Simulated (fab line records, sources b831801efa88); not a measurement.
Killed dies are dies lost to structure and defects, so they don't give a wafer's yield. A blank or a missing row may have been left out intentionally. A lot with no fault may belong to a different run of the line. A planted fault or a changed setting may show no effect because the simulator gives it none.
Matching of chambers / flow sky130 / rie-diel-03 running SKY_VIA1_ETCH_14: 4 sister chambers
The step etches BARC in N2/H2, stops on SiO2, time 45.9 s, target depth 60 nm. 8 wafers are shown with their chamber, then 8 later ones without.

WAFERS, EACH WITH ITS CHAMBER
wafer=L074.2; chamber=3; drypump-motor-current-A (A)=6.2; throttle-valve-pct (%)=13.229
wafer=L077.6; chamber=2; drypump-motor-current-A (A)=5.4; throttle-valve-pct (%)=13.220
wafer=L083.4; chamber=2; drypump-motor-current-A (A)=5.4; throttle-valve-pct (%)=13.210
wafer=L083.5; chamber=0; drypump-motor-current-A (A)=6.1; throttle-valve-pct (%)=13.226
wafer=L086.1; chamber=0; drypump-motor-current-A (A)=6.2; throttle-valve-pct (%)=13.221
wafer=L086.2; chamber=1; drypump-motor-current-A (A)=5.0; throttle-valve-pct (%)=13.213
wafer=L086.4; chamber=3; drypump-motor-current-A (A)=6.2; throttle-valve-pct (%)=13.229
wafer=L087.1; chamber=1; drypump-motor-current-A (A)=5.0; throttle-valve-pct (%)=13.238

WAFERS WITHOUT THEIR CHAMBER
wafer=L087.2; drypump-motor-current-A (A)=6.2; throttle-valve-pct (%)=13.238
wafer=L087.3; drypump-motor-current-A (A)=6.2; throttle-valve-pct (%)=13.236
wafer=L094.1; drypump-motor-current-A (A)=5.1; throttle-valve-pct (%)=13.222
wafer=L094.4; drypump-motor-current-A (A)=6.2; throttle-valve-pct (%)=13.238
wafer=L094.6; drypump-motor-current-A (A)=5.1; throttle-valve-pct (%)=13.238
wafer=L095.2; drypump-motor-current-A (A)=5.1; throttle-valve-pct (%)=13.228
wafer=L095.3; drypump-motor-current-A (A)=5.4; throttle-valve-pct (%)=13.236
wafer=L095.6; drypump-motor-current-A (A)=6.2; throttle-valve-pct (%)=13.212

CHAMBER TAKEN BY EACH
wafer=L087.2; from the rows above=can't be placed: 3 or 0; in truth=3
wafer=L087.3; from the rows above=can't be placed: 3 or 0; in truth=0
wafer=L094.1; from the rows above=1; in truth=1
wafer=L094.4; from the rows above=can't be placed: 3 or 0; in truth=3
wafer=L094.6; from the rows above=1; in truth=1
wafer=L095.2; from the rows above=1; in truth=1
wafer=L095.3; from the rows above=2; in truth=2
wafer=L095.6; from the rows above=can't be placed: 3 or 0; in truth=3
4 of 8 placed correctly. Can't be placed from these rows: 4 (the true chamber is among the candidates in 4). Number placed wrongly: 0.
How it was worked out, from the rows above alone: a wafer's distance from a chamber is the root of the sum, over the readings, of the square of ((its reading less the chamber's mean) divided by the reading's scatter). If the next closest chamber is less than 2 further off than the closest, the wafer can't be placed; otherwise it belongs to the closest. The mean given for a chamber averages the wafers shown for that chamber. How the scatter is found: for the shown wafers, subtract from each reading the mean of its chamber, square and add these, divide the total by (wafers less chambers), then take the root.
